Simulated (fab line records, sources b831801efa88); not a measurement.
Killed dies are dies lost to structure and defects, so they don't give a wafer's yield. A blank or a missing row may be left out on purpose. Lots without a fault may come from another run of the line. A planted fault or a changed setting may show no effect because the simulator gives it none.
A struck lot beside a sound one | flow sky130 | 17 steps out of a route of 708
Sound: wafers L465.1, L465.2, L465.6. Struck: wafers L475.2, L475.3, L475.5. The cause comes at the end.
At each step with rows: each side's tool, then ch and its chambers, then its first start. Under that, the readings that differ: sound wafers | struck wafers | difference of the means | sigmas: that difference in standard deviations of wafers without a fault.
alike: readings whose means differ by less than 2 such deviations, and words and numbers that are the same on both sides. not compared: withheld readings, readings that some wafer has no value for, bounds like >300 that may hide the same value, and numbers for which the record gives no deviation and whose values overlap.
The two part at a step that has a row with sigmas, a row that says differs or no value, or rows on one side only. Numbers that don't overlap but have no deviation are shown without sigmas and don't part them. A reading that every wafer of one side lacks parts them only if that side has two wafers or more.

first, 1 step without rows for these wafers: SKY_VT_ADJUST_LVTN_IMPLANT_19.
SKY_VT_ADJUST_LVTN_STRIP_20: strips in O2/N2.
  sound on plasma_asher-01 ch 0,1, day 7 16:56; struck on plasma_asher-04 ch 0,1, day 10 13:35
  alike: drypump_motor_current_A, oes_product_au, strip_time_to_endpoint_s
  not compared: rf_hours_counter_h
SKY_VT_ADJUST_LVTN_TW_MEAS_21:
  sound on film_metro-02, day 7 17:02; struck on film_metro-04, day 10 13:41
  reading             | sound             | struck            | difference | sigmas
  VT_ADJUST_LVTN_2_TW | 186.8 186.2 187.6 | 192.7 192.4 192.5 | +5.7       | +3
then, 7 steps without rows for these wafers: SKY_VT_ADJUST_NCORE_DEHYDRATE_00 (time 60 s); SKY_VT_ADJUST_NCORE_HMDS_01 (prime time 60 s); SKY_VT_ADJUST_NCORE_COAT_02 (resist thk 1140 nm); SKY_VT_ADJUST_NCORE_SOFTBAKE_03 (time 60 s); SKY_VT_ADJUST_NCORE_EXPOSE_04 (exposes mask LVTN COMPLEMENT THIN, target cd 380 nm); SKY_VT_ADJUST_NCORE_PEB_05; SKY_VT_ADJUST_NCORE_DEVELOP_06 (develop time 60 s).
SKY_VT_ADJUST_NCORE_CD_MEAS_07: target cd 380 nm.
  sound on cd_sem-02, day 8 13:18; struck on cd_sem-01, day 11 12:46
  alike: cd_nm
SKY_VT_ADJUST_NCORE_OVL_MEAS_08:
  sound on overlay-01, day 8 13:25; struck on overlay-02, day 11 12:52
  alike: VT_ADJUST_NCORE_OVL
SKY_VT_ADJUST_NCORE_IMPLANT_09:
  sound on implanter-04 ch 0, day 8 13:27; struck on implanter-03 ch 0, day 11 12:55
  reading                   | sound              | struck            | difference | sigmas
  beam_energy_keV           | 9.997 9.994 10.000 | 7.308 7.303 7.306 | -2.691     | -99 or more
  model.implant.rp_nm (nm)  | 32.74 32.74 32.74  | 25.51 25.51 25.51 | -7.23      |
  model.implant.drp_nm (nm) | 17.11 17.11 17.11  | 13.73 13.73 13.73 | -3.38      |
SKY_VT_ADJUST_NCORE_STRIP_10: strips in O2/N2.
  sound on plasma_asher-02 ch 0,1, day 8 13:36; struck on plasma_asher-02 ch 0,1, day 11 13:02
  alike: drypump_motor_current_A, oes_product_au, strip_time_to_endpoint_s
  not compared: rf_hours_counter_h
SKY_VT_ADJUST_NCORE_TW_MEAS_11:
  sound on film_metro-04, day 8 13:42; struck on film_metro-04, day 11 13:09
  reading            | sound             | struck            | difference | sigmas
  VT_ADJUST_NCORE_TW | 223.9 222.2 221.9 | 208.3 208.5 207.2 | -14.7      | -6
then, 1 step without rows for these wafers: SKY_VT_ADJUST_HVTR_DEHYDRATE_00 (time 60 s).
-- the record jumps here: 37 days lie between the struck wafers' starts before and after (it left off in module VT_ADJUST_HVTR and takes up again in module PAD_OPEN, whose first step shown is number 708 of the route) --
SKY_PAD_OPEN_PROBE_99:
  sound on prober-02, day 45 19:40; struck on prober-01, day 48 15:04
  reading                                    | sound                         | struck                       | difference | sigmas
  model.etest.nfet_16v.r_on_ohm_um           | 1.378e+04 1.379e+04 1.377e+04 | 1.34e+04 1.344e+04 1.341e+04 | -3.63e+02  |
  model.etest.res_pwell_under_gate.rs_ohm_sq | 2276 2277 2266                | 2326 2323 2315               | +48        |
  model.etest.pfet_16v.drive_ua_um           | 249.6 245.8 251.7             | 238.1 232.2 238.5            | -12.8      |
  model.etest.pfet_g5v0d10v5.off_log10_a_um  | -12.65 -12.97 -12.87          | -13.42 -13.54 -13.41         | -0.63      |
  model.etest.pfet_g5v0d10v5.vt_sat_v (V)    | -0.6478 -0.6767 -0.6574       | -0.7468 -0.7735 -0.7428      | -0.0937    |
  model.etest.pfet_16v.vt_v (V)              | -1.109 -1.109 -1.115          | -1.187 -1.193 -1.191         | -0.079     |
  alike: killed_at_M0_to_M3, killed_at_M4_up, killed_at_contacts, killed_at_front_end, killed_at_other, killed_dies, killed_open, killed_short
  not compared: model.etest.pfet_g5v0d10v5.r_on_ohm_um, model.etest.pfet_g5v0d10v5.drive_ua_um

WHERE THEY PART
First at SKY_VT_ADJUST_LVTN_TW_MEAS_21; last, within this record, at SKY_VT_ADJUST_NCORE_TW_MEAS_11. Later steps at which nothing parts them and some readings are alike: SKY_PAD_OPEN_PROBE_99.

WHY: what the simulator had put in
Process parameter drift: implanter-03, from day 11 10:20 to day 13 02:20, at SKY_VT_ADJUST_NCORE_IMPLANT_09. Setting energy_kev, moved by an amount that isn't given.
